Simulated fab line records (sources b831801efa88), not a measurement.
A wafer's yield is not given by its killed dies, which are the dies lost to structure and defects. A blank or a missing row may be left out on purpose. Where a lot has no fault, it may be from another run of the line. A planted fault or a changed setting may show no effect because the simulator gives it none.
Comparing a struck lot with a sound one    flow sky130    30 out of 708 route steps
Sound: the wafers L994.2, L994.3, L994.4. Wafers struck: L998.4, L998.5, L998.6. The cause is named last.
Per side, at each step with rows, come the tool, then ch with its chambers, and then its first start. Under that, the readings that differ: sound wafers    struck wafers    difference of the means    sigmas: that difference in standard deviations of wafers without a fault.
alike: a reading whose means differ by less than 2 such deviations, as well as words and numbers matching on both sides. not compared: withheld readings; readings where some wafer has no value; bounds like >300 that might hide an equal value; numbers whose values overlap and for which the record gives no deviation.
A row with sigmas, a row that says differs or no value, or rows on one side alone: a step with any of these is where the two part. Numbers that don't overlap but have no deviation are shown without sigmas and don't part them. Lack of a reading on every wafer of one side parts them only where that side has two or more wafers.

first, 5 steps without rows for these wafers: SKY_SONOS_ONO_COAT_08 (resist thk 1140 nm); SKY_SONOS_ONO_SOFTBAKE_09 (time 60 s); SKY_SONOS_ONO_EXPOSE_10 (exposes mask ONOM, target cd 410 nm); SKY_SONOS_ONO_PEB_11; SKY_SONOS_ONO_DEVELOP_12 (develop time 60 s).
SKY_SONOS_ONO_CD_MEAS_13: target cd 410 nm.
  struck on cd_sem-02, day 13 11:52; sound on cd_sem-02, day 12 16:50
  alike: cd_nm
SKY_SONOS_ONO_OVL_MEAS_14:
  struck on overlay-01, day 13 11:57; sound on overlay-02, day 12 16:56
  alike: SONOS_ONO_OVL
SKY_SONOS_ONO_ETCH_15: etches the open film in CHF3/O2, target depth 19.52 nm, time 7.8 s.
  sound on rie_diel-03 ch 0,1,3, day 12 16:58; struck on rie_diel-03 ch 0,1,2, day 13 11:58
  alike: bias_w, chf3_flow_sccm, drypump_motor_current_A, oes_product_au, throttle_valve_pct
  not compared: rf_hours_counter_h
then, 1 step without rows for these wafers: SKY_SONOS_ONO_WET_ETCH_16 (etches SiO2 in dHF, target depth 14 nm, time 280 s).
SKY_SONOS_ONO_STRIP_17: strips in O2/N2.
  sound on plasma_asher-01 ch 0,1, day 12 17:05; struck on plasma_asher-01 ch 0,1, day 13 12:07
  alike: drypump_motor_current_A, oes_product_au, strip_time_to_endpoint_s
  not compared: rf_hours_counter_h
then, 2 steps without rows for these wafers: SKY_SONOS_ONO_WET_ETCH_18 (etches Si3N4 in H3PO4, target depth 15 nm, time 172 s); SKY_GATE_OXIDE_CLEAN_00 (cleans in SC1/SC2, time 150 s).
SKY_GATE_OXIDE_OXIDATION_01: stabilise 600 s, purge 300 s, target thk 10.268 nm.
  sound on furnace-01 ch 0, day 12 17:17; struck on furnace-02 ch 0, day 13 13:28
reading                                            sound                 struck                difference  sigmas
spike_tc_bottom_C (C)                              913.3 916.4 914.2     899.0 899.6 898.2     -15.7       -8
spike_tc_centre_C (C)                              901.2 900.1 899.4     878.6 881.1 878.4     -20.9       -19
spike_tc_lower_C (C)                               901.3 899.4 899.9     881.2 881.7 880.1     -19.2       -16
spike_tc_top_C (C)                                 908.6 908.4 908.3     887.7 887.3 887.7     -20.9       -22
spike_tc_upper_C (C)                               899.3 900.2 899.1     880.7 880.1 880.8     -19.0       -19
tube_center_temp_C (C)                             899.83 900.01 899.92  879.37 879.36 879.35  -20.56      -99 or more
tube_center_temp_C_max                             903.3 902.2 902.3     881.6 881.6 882.1     -20.8       -53
model.SiO2_of_GATE_OXIDE_OXIDATION_01.thk_nm (nm)  10.55 10.53 10.4      8.005 8.015 8.098     -2.454      
SKY_GATE_OXIDE_THK_MEAS_02:
  struck on film_metro-02, day 13 14:55; sound on film_metro-03, day 12 18:43
reading                           sound              struck          difference  sigmas
GATE_OXIDE_OXIDATION_00_THK (nm)  10.52 10.54 10.39  8.02 8.05 8.09  -2.43       -16
then, 7 steps without rows for these wafers: SKY_GATE_OXIDE_DEHYDRATE_03 (time 60 s); SKY_GATE_OXIDE_HMDS_04 (prime time 60 s); SKY_GATE_OXIDE_COAT_05 (resist thk 1140 nm); SKY_GATE_OXIDE_SOFTBAKE_06 (time 60 s); SKY_GATE_OXIDE_EXPOSE_07 (exposes mask LVOM, target cd 600 nm); SKY_GATE_OXIDE_PEB_08; SKY_GATE_OXIDE_DEVELOP_09 (develop time 60 s).
SKY_GATE_OXIDE_OVL_MEAS_10:
  struck on overlay-01, day 14 11:45; sound on overlay-02, day 13 12:35
reading              sound        struck          difference  sigmas
GATE_OXIDE_OVL (nm)  1.6 2.6 1.3  -1.8 -0.9 -2.6  -3.6        -2
then, 2 steps without rows for these wafers: SKY_GATE_OXIDE_IMPLANT_11; SKY_GATE_OXIDE_WET_ETCH_12 (etches SiO2 in dHF, target depth 16.8 nm, time 336 s).
SKY_GATE_OXIDE_STRIP_13: strips in O2/N2.
  sound on plasma_asher-01 ch 0,1, day 13 12:52; struck on plasma_asher-04 ch 0,1, day 14 12:09
reading                       sound              struck             difference  sigmas
strip_time_to_endpoint_s (s)  14.27 14.26 14.26  14.14 14.16 14.16  -0.11       -2
  alike: drypump_motor_current_A, oes_product_au
  not compared: rf_hours_counter_h
SKY_GATE_OXIDE_TW_MEAS_14:
  struck on film_metro-04, day 14 12:15; sound on film_metro-02, day 13 12:58
  alike: GATE_OXIDE_TW
then, 1 step without rows for these wafers: SKY_GATE_OXIDE_CLEAN_15 (cleans in SC1/SC2, time 150 s).
SKY_GATE_OXIDE_OXIDATION_16: stabilise 600 s, purge 300 s, target thk 3.57 nm.
  sound on furnace-02 ch 0, day 13 14:53; struck on furnace-01 ch 0, day 14 14:04
reading                                            sound              struck             difference  sigmas
ox_temp_c (C)                                      799.7 799.5 799.4  800.5 800.1 800.6  +0.9        +2
model.SiO2_of_GATE_OXIDE_OXIDATION_01.thk_nm (nm)  11.89 11.82 11.75  9.564 9.611 9.639  -2.215      
  alike: spike_tc_bottom_C, spike_tc_centre_C, spike_tc_lower_C, spike_tc_top_C, spike_tc_upper_C, tube_center_temp_C, tube_center_temp_C_max
then, 1 step without rows for these wafers: SKY_POLY_GATE_CVD_00 (deposits poly-Si, target thk 180 nm, time 720 s).
-- here the record skips 32 days between the struck wafers' starts before and after, leaving off in module POLY_GATE and picking up in module PAD_OPEN (first step shown: number 708 of the route) --
SKY_PAD_OPEN_PROBE_99:
  struck on prober-01, day 46 09:23; sound on prober-02, day 45 17:26
reading                                 sound                          struck                         difference  sigmas
model.etest.nfet_16v.r_on_ohm_um        1.397e+04 1.388e+04 1.377e+04  1.28e+04 1.273e+04 1.284e+04   -1.08e+03   
model.etest.pfet_16v.r_on_ohm_um        1.564e+04 1.53e+04 1.528e+04   1.456e+04 1.426e+04 1.437e+04  -1.010e+03  
model.etest.pfet_g5v0d10v5.r_on_ohm_um  4803 4853 4804                 4239 4239 4296                 -562        
model.etest.tip_sonos.rs_ohm_sq         2624 2623 2602                 2242 2243 2260                 -368        
model.etest.nfet_g5v0d10v5.r_on_ohm_um  1876 1896 1876                 1682 1691 1684                 -197        
model.etest.nfet_g5v0d10v5.drive_ua_um  600 599.5 605                  735.7 735.2 731                +132.5      
model.etest.pfet_01v8.r_on_ohm_um       3040 3012 3024                 2823 2869 2871                 -171        
model.etest.nfet_05v0_nvt.drive_ua_um   569.4 571.6 575.9              690.2 690.7 677                +113.7      
  alike: killed_at_M0_to_M3, killed_at_M4_up, killed_at_contacts, killed_at_front_end, killed_at_other, killed_dies, killed_open, killed_short

== WHERE THEY PART ==
Earliest at SKY_GATE_OXIDE_OXIDATION_01; latest, in this record, at SKY_GATE_OXIDE_OXIDATION_16. Later steps at which nothing parts them and some readings are alike: SKY_PAD_OPEN_PROBE_99.

WHY: the cause the simulator had injected
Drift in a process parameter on furnace-02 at SKY_GATE_OXIDE_OXIDATION_01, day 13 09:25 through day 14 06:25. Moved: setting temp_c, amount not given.
